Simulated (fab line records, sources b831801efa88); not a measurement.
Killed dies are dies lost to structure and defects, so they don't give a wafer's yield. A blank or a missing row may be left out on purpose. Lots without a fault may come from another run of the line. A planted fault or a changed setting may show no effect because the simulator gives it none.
Problem report in the 8D (eight disciplines) form, filled by code | flow sky130 | the parts of the form that need people (team, actions taken, sign-off) are left out

1. THE PROBLEM
oes_product_au at SKY_METAL3_METAL_ETCH_18 reads a mean of 0.905 a.u. on 1 wafer of 1 lot; wafers without a fault read 0.867 a.u. with a standard deviation of 0.0055. That is +6.9 standard deviations from the usual mean.
The step: etches the open film in Cl2/BCl3, stops on SiO2, target depth 845 nm, time 183.1 s.
First seen on wafer L479.4, day 41 21:28, on rie_metal-01. The record holds 32 wafers of 11 lots with a number at this step. Rule for "out", or "out of limits": more than 4 standard deviations from the usual mean. The other wafers with a number count as sound.

2. WHAT IT IS AND WHAT IT IS NOT
question                    | is                | is not
which readings at this step | oes_product_au    | drypump_motor_current_A, throttle_valve_pct
which lots                  | L479              | L468, L469, L470, L472, L473, L474, L486, L487, L489, L491
which wafers of those lots  | L479.4            | L479.3
read on which tools         | rie_metal-01      | rie_metal-03
when                        | from day 41 21:28 | up to then (19 sound wafers); but 12 sound wafers of L486, L487, L489, L491 came after

3. SUSPECTS, AND WHAT RULES EACH OUT
Counting: a tool at a process step up to the reading stays a suspect if it ran every lot that is out. Sound lots after the first of them don't rule it out here, since some wafers of a struck lot are sound.
- pvd_sputter-03 at SKY_METAL3_SPUTTER_04 (material TiN, target thk 70 nm, time 58.3 s): kept. It ran the lot that is out, L479 (day 39 19:59); its last sound lot up to then is L469 (day 36 13:40).
- rie_metal-02 at SKY_METAL3_DESCUM_15 (chemistry O2, time 8 s): kept. It ran the lot that is out, L479 (day 41 21:13); its last sound lot up to then is L473 (day 40 23:08).
- rie_metal-01 at SKY_METAL3_METAL_ETCH_18 (etches the open film in Cl2/BCl3, stops on SiO2, target depth 845 nm, time 183.1 s): kept. It ran the lot that is out, L479 (day 41 21:28); its last sound lot up to then is L473 (day 40 23:17). Its own readings are out on those wafers: oes_product_au.
- Within rie_metal-02 at SKY_METAL3_DESCUM_15: the wafers that are out ran in chamber 0; their sound lot-mates ran in chamber 1.
Left after counting: pvd_sputter-03 at SKY_METAL3_SPUTTER_04, rie_metal-02 at SKY_METAL3_DESCUM_15, rie_metal-01 at SKY_METAL3_METAL_ETCH_18.

4. THE CAUSE (what the simulator had put in)
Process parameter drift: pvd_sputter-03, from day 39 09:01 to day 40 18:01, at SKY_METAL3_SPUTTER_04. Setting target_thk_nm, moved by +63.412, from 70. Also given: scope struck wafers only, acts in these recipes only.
Counting left 3 suspects, and this tool is among them.

5. THE CHAIN OF EFFECTS, in route order
Each row: a reading whose mean over the struck wafers that have a number lies more than 3 standard deviations from the usual. Only readings for which the record gives a usual standard deviation are gone through. hours: the time from each lot's start at the first step in this table that gives one to its start at this step, as a median over the lots. sigmas: the change in usual standard deviations.
hours | step                     | reading        | usual      | on struck wafers | change | sigmas
0     | SKY_METAL3_METAL_ETCH_18 | oes_product_au | 0.867 a.u. | 0.905            | +0.038 | +6.9
The process steps in it:
- SKY_METAL3_METAL_ETCH_18: etches the open film in Cl2/BCl3, stops on SiO2, target depth 845 nm, time 183.1 s.
Later measuring or inspecting steps at which every struck wafer that the step has a row for has a number for every such reading, and none has moved that far: SKY_VIA3_RS_MEAS_22.

6. WHAT WOULD HAVE CAUGHT IT SOONER
In this record the first reading out of limits was taken at day 41 21:28, 60 hours after the fault began at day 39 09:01.
Of the tool readings at SKY_METAL3_SPUTTER_04 for which the record gives a usual standard deviation, none was out on any struck wafer, so an alarm limit of 4 standard deviations on them would not have fired.
All the lots that are out (1) had begun SKY_METAL3_SPUTTER_04 on pvd_sputter-03 by day 41 21:28. A hold on the tool at that time would have spared none of them.
